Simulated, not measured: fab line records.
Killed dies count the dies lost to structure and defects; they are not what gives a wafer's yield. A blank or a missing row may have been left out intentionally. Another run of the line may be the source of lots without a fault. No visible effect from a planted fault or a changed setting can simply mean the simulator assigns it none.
Lot-split experiment | flow gf180mcu | 27 wafers read across 5 lots, on a route 602 steps long

== ON THE SPLIT ==
At GF_POLY_GATE_ETCH_13 (etches poly-Si in HBr/Cl2, stops on SiO2, target depth 198.5 nm, time 69.6 s), the setting time-s was moved away from the recipe's 69.6 s on 6 of the 27 wafers read, by +40.0% to +46.4%. This setting was run at the recipe's value on the other wafers.

Reading taken at the split's own step.

== THE READING ==
oes-product-au, in a.u., at GF_POLY_GATE_ETCH_13 (etches poly-Si in HBr/Cl2, stops on SiO2, target depth 198.5 nm, time 69.6 s). Typical for fault-free wafers on this fab line: 0.982 a.u., with standard deviation 0.0061 a.u.

wafer  | tool, chamber at the split | time-s as run, s | against the recipe | oes-product-au, a.u. | against lot-mates on the recipe
L075.1 | rie-si-02, 0               | 69.6             | recipe             | 0.991                | -
L075.2 | rie-si-02, 2               | 69.6             | recipe             | 0.974                | -
L075.3 | rie-si-02, 1               | 101.9            | +46.4%             | 0.916                | -0.063
L075.4 | rie-si-02, 3               | 101.9            | +46.4%             | 0.904                | -0.075
L075.5 | rie-si-02, 0               | 69.6             | recipe             | 0.971                | -
L075.6 | rie-si-02, 3               | 101.9            | +46.4%             | 0.911                | -0.068
L076.1 | rie-si-02, 1               | 69.6             | recipe             | 0.982                | -
L076.2 | rie-si-02, 0               | 69.6             | recipe             | 0.999                | -
L076.3 | rie-si-02, 3               | 69.6             | recipe             | 0.988                | -
L076.4 | rie-si-02, 2               | 69.6             | recipe             | 0.997                | -
L076.5 | rie-si-02, 1               | 69.6             | recipe             | 0.987                | -
L076.6 | rie-si-02, 2               | 69.6             | recipe             | 0.986                | -
L079.1 | rie-si-02, 0               | 69.6             | recipe             | 0.975                | -
L079.2 | rie-si-02, 1               | 69.6             | recipe             | 0.973                | -
L079.3 | rie-si-02, 2               | 69.6             | recipe             | 0.977                | -
L079.4 | rie-si-02, 3               | 69.6             | recipe             | 0.974                | -
L079.5 | rie-si-02, 1               | 69.6             | recipe             | 0.982                | -
L079.6 | rie-si-02, 2               | 69.6             | recipe             | 0.979                | -
L080.2 | rie-si-01, 2               | 69.6             | recipe             | 0.989                | -
L080.4 | rie-si-01, 3               | 69.6             | recipe             | 0.985                | -
L080.5 | rie-si-01, 0               | 69.6             | recipe             | 0.980                | -
L082.1 | rie-si-01, 2               | 97.47            | +40.0%             | 0.929                | -0.057
L082.2 | rie-si-01, 1               | 97.47            | +40.0%             | 0.928                | -0.058
L082.3 | rie-si-01, 3               | 69.6             | recipe             | 0.988                | -
L082.4 | rie-si-01, 0               | 69.6             | recipe             | 0.984                | -
L082.5 | rie-si-01, 2               | 69.6             | recipe             | 0.985                | -
L082.6 | rie-si-01, 3               | 97.47            | +40.0%             | 0.925                | -0.061

FIT RESULTS
A straight line over all 27 wafers: oes-product-au changes by -0.0015 a.u. for each +1% of time-s; r = -0.97; the points scatter about the line by 0.0073 a.u.
The same after taking each lot's own level away (the mean of its wafers on the recipe; 27 wafers): -0.00147 a.u. for each +1%; r = -0.98; scatter 0.0051 a.u.
The reading moves by 0.068 a.u. for the largest change in time-s, on that fit.
Across the lots, their own levels run from 0.9767 to 0.9898 a.u., a range of 2.2 times the standard deviation given above.
Hence the lot-to-lot level has little effect on the slope; both slopes agree.
Check: -0.0693 a.u. against its lot-mates is what the line predicts for one of the wafers moved furthest among these (+46.4%) when that wafer is left out of the fit. Against them it came out at -0.0627 a.u.
Tool readings at the split's step, against how far the setting was moved: oes-product-au r = -0.97.

== THE WHOLE CHAIN: every reading that the file lists as answering this split, in the file's order ==
step                 | what it does                                                                 | reading                                                                                | change (the file's fit)                   | r (the file's)
GF_POLY_GATE_ETCH_13 | etches poly-Si in HBr/Cl2, stops on SiO2, target depth 198.5 nm, time 69.6 s | oes-product-au                                                                         | -0.00147 a.u. for each +1% of the setting | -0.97
GF_POLY_GATE_ETCH_13 | etches poly-Si in HBr/Cl2, stops on SiO2, target depth 198.5 nm, time 69.6 s | SiO2_of_DUAL_GATE_OXIDATION_02.thk-nm (the simulator's own value, which no gauge read) | -0.0319 nm for each +1% of the setting    | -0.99

== FILE'S OWN FIT ==
oes-product-au changes by -0.00147 a.u. for each +1% of time-s, r = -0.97.
